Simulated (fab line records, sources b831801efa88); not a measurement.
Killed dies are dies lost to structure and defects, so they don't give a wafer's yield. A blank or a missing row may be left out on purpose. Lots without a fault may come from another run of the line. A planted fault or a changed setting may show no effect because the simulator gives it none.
Which tool did it? | flow sky130 | 14 lots, 42 wafers sampled, at 6 steps of a route of 708

WHAT THE GAUGES READ, wafer by wafer
The record holds no reading of a measuring or inspecting step that can be judged against a usual standard deviation.

WHICH TOOL RAN EACH LOT (tool, then ch and the chambers of the sampled wafers, then the start)
lot  | SKY_METAL3_ETCH_16                | SKY_VIA3_ETCH_14                   | SKY_VIA3_ETCH_15                   | SKY_VIA3_STRIP_16                    | SKY_VIA3_CVD_21               | SKY_METAL4_SPUTTER_02
L305 | rie_metal-03 ch 0,1, day 39 12:05 | rie_diel-03 ch 0,1,2, day 40 13:20 | rie_diel-03 ch 0,1,2, day 40 13:23 | plasma_asher-01 ch 0,1, day 40 13:26 | cvd_w-02 ch 0,1, day 40 14:06 | pvd_sputter-02, day 40 14:45
L307 | rie_metal-02 ch 0,1, day 39 13:05 | rie_diel-04 ch 0,1,3, day 40 15:05 | rie_diel-04 ch 0,1,3, day 40 15:08 | plasma_asher-04 ch 0,1, day 40 15:11 | cvd_w-01 ch 0,1, day 40 15:50 | pvd_sputter-02, day 40 16:29
L306 | rie_metal-01 ch 0,1, day 39 13:55 | rie_diel-01 ch 1,2,3, day 40 15:42 | rie_diel-01 ch 1,2,3, day 40 15:44 | plasma_asher-01 ch 0,1, day 40 15:48 | cvd_w-02 ch 0,1, day 40 16:28 | pvd_sputter-01, day 40 17:07
L308 | rie_metal-01 ch 1, day 39 23:28   | rie_diel-04 ch 0,1,3, day 41 01:23 | rie_diel-04 ch 0,1,3, day 41 01:25 | plasma_asher-03 ch 0,1, day 41 01:29 | cvd_w-02 ch 0,1, day 41 02:11 | pvd_sputter-04, day 41 02:50
L310 | rie_metal-03 ch 1, day 40 08:10   | rie_diel-03 ch 0,2,3, day 41 09:12 | rie_diel-03 ch 0,2,3, day 41 09:14 | plasma_asher-03 ch 0,1, day 41 09:18 | cvd_w-02 ch 1, day 41 10:01   | pvd_sputter-01, day 41 10:40
L311 | rie_metal-01 ch 1, day 40 10:28   | rie_diel-04 ch 0,2, day 41 12:26   | rie_diel-04 ch 0,2, day 41 12:29   | plasma_asher-03 ch 0,1, day 41 12:32 | cvd_w-01 ch 0,1, day 41 13:11 | pvd_sputter-01, day 41 13:55
L312 | rie_metal-03 ch 0,1, day 41 00:25 | rie_diel-04 ch 0,1, day 42 01:59   | rie_diel-04 ch 0,1, day 42 02:02   | plasma_asher-03 ch 0,1, day 42 02:07 | cvd_w-01 ch 0,1, day 42 02:49 | pvd_sputter-02, day 42 03:26
L313 | rie_metal-01 ch 0,1, day 41 02:45 | rie_diel-04 ch 0,3, day 42 03:29   | rie_diel-04 ch 0,3, day 42 03:32   | plasma_asher-04 ch 0,1, day 42 03:37 | cvd_w-02 ch 0,1, day 42 04:19 | pvd_sputter-04, day 42 04:57
L314 | rie_metal-02 ch 0,1, day 41 16:53 | rie_diel-04 ch 1,3, day 42 17:45   | rie_diel-04 ch 1,3, day 42 17:47   | plasma_asher-03 ch 0,1, day 42 17:51 | cvd_w-02 ch 0,1, day 42 18:30 | pvd_sputter-02, day 42 19:09
L323 | rie_metal-03 ch 0,1, day 44 02:26 | rie_diel-01 ch 0,1,2, day 45 01:41 | rie_diel-01 ch 0,1,2, day 45 01:44 | plasma_asher-04 ch 0,1, day 45 01:47 | cvd_w-02 ch 0,1, day 45 02:26 | pvd_sputter-01, day 45 03:05
L324 | rie_metal-03 ch 0,1, day 44 09:05 | rie_diel-01 ch 0,2, day 45 08:02   | rie_diel-01 ch 0,2, day 45 08:05   | plasma_asher-04 ch 0,1, day 45 08:08 | cvd_w-02 ch 0,1, day 45 08:50 | pvd_sputter-01, day 45 09:29
L326 | rie_metal-01 ch 0,1, day 45 09:29 | rie_diel-01 ch 1,2, day 46 07:48   | rie_diel-01 ch 1,2, day 46 07:50   | plasma_asher-03 ch 1, day 46 07:54   | cvd_w-01 ch 0,1, day 46 08:34 | pvd_sputter-04, day 46 09:13
L325 | rie_metal-01 ch 0,1, day 45 11:53 | rie_diel-04 ch 0,2,3, day 46 10:45 | rie_diel-04 ch 0,2,3, day 46 10:47 | plasma_asher-01 ch 0,1, day 46 10:51 | cvd_w-02 ch 0,1, day 46 11:31 | pvd_sputter-04, day 46 12:10
L327 | rie_metal-02 ch 0,1, day 45 12:59 | rie_diel-04 ch 0,1,2, day 46 11:44 | rie_diel-04 ch 0,1,2, day 46 11:47 | plasma_asher-03 ch 0,1, day 46 11:50 | cvd_w-01 ch 0,1, day 46 12:30 | pvd_sputter-04, day 46 13:09
- SKY_METAL3_ETCH_16: etches BARC in N2/H2, stops on SiO2, time 88.2 s, target depth 60 nm.
- SKY_VIA3_ETCH_14: etches BARC in N2/H2, stops on SiO2, time 45.9 s, target depth 60 nm.
- SKY_VIA3_ETCH_15: etches SiO2 in C4F8/O2/Ar, stops on TiN, target depth 507 nm, time 78 s.
- SKY_VIA3_STRIP_16: strips in O2/N2.
- SKY_VIA3_CVD_21: deposits W, target thk 390 nm, time 117.31 s.
- SKY_METAL4_SPUTTER_02: material AlCu, target thk 735 nm, time 39.1 s.

WHAT THE TOOLS THEMSELVES READ (means of the sampled wafers that have a number; where no wafer has one, the mark that the record gives instead)
SKY_METAL3_ETCH_16.
lot  | tool         | drypump_motor_current_A (A) | h2_flow_sccm (sccm) | oes_product_au (a.u.) | rf_fwd_power_W (W) | throttle_valve_pct (%)
L305 | rie_metal-03 | 5.81                        | 199.6               | 0.626                 | 497.6              | 13.198
L307 | rie_metal-02 | 5.68                        | 200.3               | 0.625                 | 496.9              | 13.209
L306 | rie_metal-01 | 5.87                        | 200.4               | 0.624                 | 496.1              | 13.200
L308 | rie_metal-01 | 5.81                        | 199.5               | 0.629                 | 495.8              | 13.203
L310 | rie_metal-03 | 5.43                        | 199.6               | 0.629                 | 498.9              | 13.207
L311 | rie_metal-01 | 5.81                        | 200.0               | 0.627                 | 496.3              | 13.207
L312 | rie_metal-03 | 5.58                        | 199.8               | 0.622                 | 498.5              | 13.202
L313 | rie_metal-01 | 5.85                        | 200.0               | 0.628                 | 496.1              | 13.203
L314 | rie_metal-02 | 5.67                        | 200.4               | 0.628                 | 497.3              | 13.208
L323 | rie_metal-03 | 5.61                        | 200.2               | 0.627                 | 496.1              | 13.207
L324 | rie_metal-03 | 5.58                        | 199.8               | 0.622                 | 496.1              | 13.204
L326 | rie_metal-01 | 5.87                        | 200.7               | 0.628                 | 495.5              | 13.206
L325 | rie_metal-01 | 5.91                        | 200.0               | 0.632                 | 496.4              | 13.209
L327 | rie_metal-02 | 5.37                        | 199.4               | 0.625                 | 496.8              | 13.213

SKY_VIA3_ETCH_14.
lot  | tool        | drypump_motor_current_A (A) | h2_flow_sccm (sccm) | oes_product_au (a.u.) | rf_fwd_power_W (W) | throttle_valve_pct (%)
L305 | rie_diel-03 | 5.8                         | 199.6               | 0.853                 | 494.6              | 13.223
L307 | rie_diel-04 | 5.8                         | 200.4               | 0.856                 | 496.3              | 13.228
L306 | rie_diel-01 | 6.2                         | 199.9               | 0.855                 | 494.1              | 13.222
L308 | rie_diel-04 | 5.8                         | 200.2               | 0.855                 | 495.3              | 13.220
L310 | rie_diel-03 | 5.5                         | 200.1               | 0.863                 | 493.5              | 13.225
L311 | rie_diel-04 | 6.5                         | 200.1               | 0.856                 | 494.5              | 13.220
L312 | rie_diel-04 | 5.8                         | 199.2               | 0.858                 | 495.1              | 13.225
L313 | rie_diel-04 | 6.0                         | 199.7               | 0.841                 | 496.1              | 13.221
L314 | rie_diel-04 | 5.7                         | 200.3               | 0.842                 | 496.4              | 13.224
L323 | rie_diel-01 | 6.1                         | 200.0               | 0.851                 | 494.6              | 13.221
L324 | rie_diel-01 | 5.9                         | 200.1               | 0.855                 | 495.7              | 13.229
L326 | rie_diel-01 | 6.3                         | 200.1               | 0.863                 | 497.1              | 13.231
L325 | rie_diel-04 | 6.3                         | 199.8               | 0.860                 | 495.3              | 13.232
L327 | rie_diel-04 | 6.1                         | 199.9               | 0.849                 | 493.9              | 13.227

SKY_VIA3_ETCH_15.
lot  | tool        | oes_product_au (a.u.) | rf_fwd_power_W (W)
L305 | rie_diel-03 | 0.955                 | 1494
L307 | rie_diel-04 | 0.950                 | 1489
L306 | rie_diel-01 | 0.945                 | 1483
L308 | rie_diel-04 | 0.943                 | 1496
L310 | rie_diel-03 | 0.943                 | 1492
L311 | rie_diel-04 | 0.946                 | 1488
L312 | rie_diel-04 | 0.942                 | 1493
L313 | rie_diel-04 | 0.552                 | 1495
L314 | rie_diel-04 | 0.649                 | 1492
L323 | rie_diel-01 | 0.945                 | 1488
L324 | rie_diel-01 | 0.941                 | 1490
L326 | rie_diel-01 | 0.945                 | 1490
L325 | rie_diel-04 | 0.950                 | 1488
L327 | rie_diel-04 | 0.944                 | 1490

SKY_VIA3_STRIP_16.
lot  | tool            | drypump_motor_current_A (A) | oes_product_au (a.u.) | strip_time_to_endpoint_s (s)
L305 | plasma_asher-01 | 5.6                         | 0.407                 | 4.150
L307 | plasma_asher-04 | 6.2                         | 0.401                 | 4.148
L306 | plasma_asher-01 | 5.7                         | 0.402                 | 4.134
L308 | plasma_asher-03 | 6.1                         | 0.401                 | 4.133
L310 | plasma_asher-03 | 6.3                         | 0.402                 | 4.171
L311 | plasma_asher-03 | 6.3                         | 0.402                 | 4.132
L312 | plasma_asher-03 | 6.1                         | 0.406                 | 4.150
L313 | plasma_asher-04 | 6.2                         | 0.410                 | 4.239
L314 | plasma_asher-03 | 6.3                         | 0.404                 | 4.244
L323 | plasma_asher-04 | 6.2                         | 0.400                 | 4.125
L324 | plasma_asher-04 | 6.2                         | 0.400                 | 4.098
L326 | plasma_asher-03 | 6.0                         | 0.402                 | 4.142
L325 | plasma_asher-01 | 5.7                         | 0.403                 | 4.144
L327 | plasma_asher-03 | 6.1                         | 0.403                 | 4.159

SKY_VIA3_CVD_21.
lot  | tool     | heater_power_w (W)
L305 | cvd_w-02 | 861
L307 | cvd_w-01 | 1039
L306 | cvd_w-02 | 861
L308 | cvd_w-02 | 811
L310 | cvd_w-02 | 740
L311 | cvd_w-01 | 931
L312 | cvd_w-01 | 934
L313 | cvd_w-02 | 854
L314 | cvd_w-02 | 854
L323 | cvd_w-02 | 823
L324 | cvd_w-02 | 801
L326 | cvd_w-01 | 1046
L325 | cvd_w-02 | 888
L327 | cvd_w-01 | 1042

SKY_METAL4_SPUTTER_02.
lot  | tool           | throttle_valve_pct (%)
L305 | pvd_sputter-02 | 31.0
L307 | pvd_sputter-02 | 31.0
L306 | pvd_sputter-01 | 30.6
L308 | pvd_sputter-04 | 30.0
L310 | pvd_sputter-01 | 31.2
L311 | pvd_sputter-01 | 31.5
L312 | pvd_sputter-02 | 32.0
L313 | pvd_sputter-04 | 31.2
L314 | pvd_sputter-02 | 30.7
L323 | pvd_sputter-01 | 31.4
L324 | pvd_sputter-01 | 31.2
L326 | pvd_sputter-04 | 29.8
L325 | pvd_sputter-04 | 31.0
L327 | pvd_sputter-04 | 30.2

THE ANSWER, worked out from the rows above alone
Rule: what is usual is taken from the lots themselves. Put in order of their means at a reading, lots are off if they are a third of the lots or fewer, leave a main group of 4 or more, and stand apart from it by a gap of 3 or more times the standard deviation of the main group's means; of several such gaps the widest counts. A main group whose means are all the same, to the digits that the tables above print for the reading, isn't used. A lot without any number at a reading at which 4 lots or more have one is off too. The other lots that the step has rows for count as sound. The gauges are gone through in route order, then the tools' own readings, and for those a lot's mean is taken as printed above. The first step at which some lot is off is used, and at that step the reading that is off furthest; a lot without a number counts as furthest.
Off: L313, L314, at SKY_VIA3_ETCH_15 (oes_product_au). The main group: mean 0.946 a.u., standard deviation 0.0039.
A tool fits if, at that step or a process step before it, it ran every lot that is off, and no sound lot after the first of them. None of those tried fits.

WHAT THE SIMULATOR HAD PUT IN
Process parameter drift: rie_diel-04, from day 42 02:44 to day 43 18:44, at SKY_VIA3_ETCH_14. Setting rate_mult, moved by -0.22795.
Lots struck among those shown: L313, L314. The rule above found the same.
